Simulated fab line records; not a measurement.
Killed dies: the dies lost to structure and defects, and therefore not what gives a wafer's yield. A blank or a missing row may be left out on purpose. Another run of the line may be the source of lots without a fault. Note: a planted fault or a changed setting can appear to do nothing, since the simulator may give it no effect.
A single fault, viewed from 2 desks + flow gf180mcu + what lay behind the numbers comes last; until then each desk has only its own

FOR THE TOOL OWNER'S DESK: litho track-04
Per lot that ran on this tool, the mean of the sampled wafers carrying a number, from the tool's own readings at GF_PSD_SOFTBAKE_03 (time 60 s). If a lot's mean is further than 4 standard deviations from the usual mean, the lot is out of limits and carries the mark OUT (the distance appears in the brackets).
Columns: A = run length s at GF_PSD_SOFTBAKE_03, usual 89.30 s
| lot  | first seen here | A                |
|------|-----------------|------------------|
| L895 | day 16 05:35    | 89.16            |
| L896 | day 16 22:35    | 89.19            |
| L904 | day 19 11:37    | 101.97 (+97) OUT |
| L905 | day 19 17:59    | 95.77 (+50) OUT  |
| L907 | day 20 10:07    | 95.73 (+50) OUT  |
This desk finds L904, L905, L907 out of limits, L904 being first, at day 19 11:37 (run length s at GF_PSD_SOFTBAKE_03). In limits: L895, L896.

THE METROLOGY DESK
What the gauges read for every lot (on any tool): the sampled wafers with a number, averaged. If a lot's mean is further than 4 standard deviations from the usual mean, the lot is out of limits and carries the mark OUT (the distance appears in the brackets).
Columns: A = cd nm at GF_HV_LDD_CD_MEAS_07, usual 400.2 nm; B = cd nm at GF_HV_LDD_CD_MEAS_31, usual 400.0 nm; C = NSD_OVL at GF_NSD_OVL_MEAS_08, usual 0.4 nm
| lot  | first seen here | A     | B     | C    |
|------|-----------------|-------|-------|------|
| L888 | day 9 20:20     | 401.8 | 400.0 | 0.5  |
| L889 | day 10 01:43    | 401.2 | 402.6 | 1.3  |
| L890 | day 10 13:00    | 399.8 | 402.0 | -1.6 |
| L891 | day 10 23:19    | 403.0 | 400.6 | -1.2 |
| L892 | day 11 04:20    | 397.1 | 399.5 | 1.3  |
| L893 | day 11 10:48    | 399.2 | 401.7 | -1.7 |
| L894 | day 11 19:40    | 402.1 | 400.6 | 0.9  |
| L895 | day 12 02:47    | 394.0 | 399.3 | 2.2  |
| L896 | day 12 18:46    | 399.2 | 405.6 | 2.7  |
| L897 | day 13 11:58    | 403.2 | 397.7 | 0.1  |
| L904 | day 15 00:05    | 400.9 | 398.5 | 1.2  |
| L905 | day 15 05:44    | 400.2 | 398.8 | -0.1 |
| L907 | day 15 20:16    | 401.1 | 397.5 | 0.4  |
| L910 | day 16 23:02    | 401.2 | 402.1 | 2.0  |
| L911 | day 17 05:34    | 404.5 | 400.4 | 1.3  |
This desk found nothing out of limits on any of the 15 lots.

PUT TOGETHER
At day 19 11:37, on L904, L905, L907, the tool owner's desk was in a position to raise an alarm.
Nothing out of limits was seen by the metrology desk.
The metrology desk has L904, L905, L907 on record, within its limits.
Every lot named ran GF_PSD_SOFTBAKE_03 on litho track-04.

WHAT THE SIMULATOR PUT IN
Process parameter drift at GF_PSD_SOFTBAKE_03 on litho track-04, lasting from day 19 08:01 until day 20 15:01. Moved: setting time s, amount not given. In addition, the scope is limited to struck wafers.
Struck lots among those shown: L904, L905, L907.
Time in hours from fault onset to the first out-of-limits reading at each desk: the tool owner's desk, 4.
